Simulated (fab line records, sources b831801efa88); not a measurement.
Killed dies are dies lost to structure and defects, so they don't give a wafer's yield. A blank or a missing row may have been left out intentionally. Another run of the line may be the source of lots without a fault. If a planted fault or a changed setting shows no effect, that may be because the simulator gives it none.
Lot-split experiment -- flow sfq line -- 23 wafers read from 5 lots, route of 325 steps

ON THE SPLIT
At SFQ_TRILAYER_I7_VIA_LITHO_COAT_187 (resist thk 650 nm), the setting spin rpm was moved away from the recipe's 3000 rpm on 5 of the 23 wafers read, by +2.8% to +7.2%. All remaining wafers had this setting at the recipe value.

The reading comes from the split's own step.

THE READING
KrF_of_TRILAYER_I7_VIA_LITHO_COAT_187.thk nm (the simulator's own value, which no gauge read), in nm, at SFQ_TRILAYER_I7_VIA_LITHO_COAT_187 (resist thk 650 nm). There is no usual value for it anywhere in the file. The 18 wafers here that ran the recipe average 649.7 nm, standard deviation 1.9 nm.

wafer,"tool, chamber at the split","spin rpm as run, rpm",against the recipe,"KrF_of_TRILAYER_I7_VIA_LITHO_COAT_187.thk nm, nm",against lot-mates on the recipe
L074.1,"litho track-02, 0",3083,+2.8%,643.6,-8.0
L074.2,"litho track-02, 0",3083,+2.8%,640.6,-11.0
L074.4,"litho track-02, 0",3083,+2.8%,641.9,-9.8
L074.5,"litho track-02, 0",3000,recipe,651.5,-
L074.6,"litho track-02, 0",3000,recipe,651.8,-
L077.4,"litho track-02, 0",3000,recipe,650.9,-
L077.5,"litho track-02, 0",3000,recipe,651.7,-
L077.6,"litho track-02, 0",3000,recipe,650.8,-
L078.1,"litho track-03, 0",3000,recipe,650.8,-
L078.2,"litho track-03, 0",3000,recipe,649.8,-
L078.4,"litho track-03, 0",3000,recipe,651.4,-
L078.5,"litho track-03, 0",3000,recipe,651.5,-
L078.6,"litho track-03, 0",3000,recipe,651.6,-
L080.1,"litho track-03, 0",3000,recipe,648.2,-
L080.3,"litho track-03, 0",3000,recipe,645.9,-
L080.4,"litho track-03, 0",3000,recipe,650.1,-
L080.5,"litho track-03, 0",3000,recipe,646.1,-
L080.6,"litho track-03, 0",3000,recipe,648.5,-
L084.1,"litho track-03, 0",3000,recipe,647.9,-
L084.2,"litho track-03, 0",3000,recipe,647.5,-
L084.3,"litho track-03, 0",3217,+7.2%,624.6,-23.2
L084.5,"litho track-03, 0",3000,recipe,648.1,-
L084.6,"litho track-03, 0",3217,+7.2%,623.8,-24.0

THE FIT
A straight line over all 23 wafers: KrF_of_TRILAYER_I7_VIA_LITHO_COAT_187.thk nm changes by -3.41 nm for each +1% of spin rpm; r = -0.97; the points scatter about the line by 2 nm.
The same after taking each lot's own level away (the mean of its wafers on the recipe; 23 wafers): -3.3 nm for each +1%; r = -0.99; scatter 1 nm.
That fit puts the effect of the largest move of spin rpm on the reading at 24 nm.
From 647.76 to 651.65 nm: that is the span of the lots' own levels, equal to 2.0 times the standard deviation above.
Hence the lot-to-lot level has little effect on the slope; both slopes agree.
Check: with one of the wafers moved furthest among these (+7.2%) left out of the fit, the line predicts -24.4 nm for it against its lot-mates. It came out at -23.2 nm against them.

THESE WAFERS: OTHER SPLITS
Other splits were also applied to these wafers ahead of the reading. Each is held against what the fit with the lots' levels taken away leaves over:
other split on the same wafers,wafers away from the commonest value,r with KrF_of_TRILAYER_I7_VIA_LITHO_COAT_187.thk nm (lot level and that fit taken away)
SFQ_TRILAYER_I6_VIA_ETCH_VIA_ETCH_172 bias w,7,+0.30
SFQ_TRILAYER_M7_LITHO_PEB_180 peb temp c,7,+0.03
SFQ_TRILAYER_M7_BARC_OPEN_METAL_ETCH_229 bias w,8,-0.30

THE FILE'S OWN FIT
KrF_of_TRILAYER_I7_VIA_LITHO_COAT_187.thk nm changes by -3.29 nm for each +1% of spin rpm, r = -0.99.
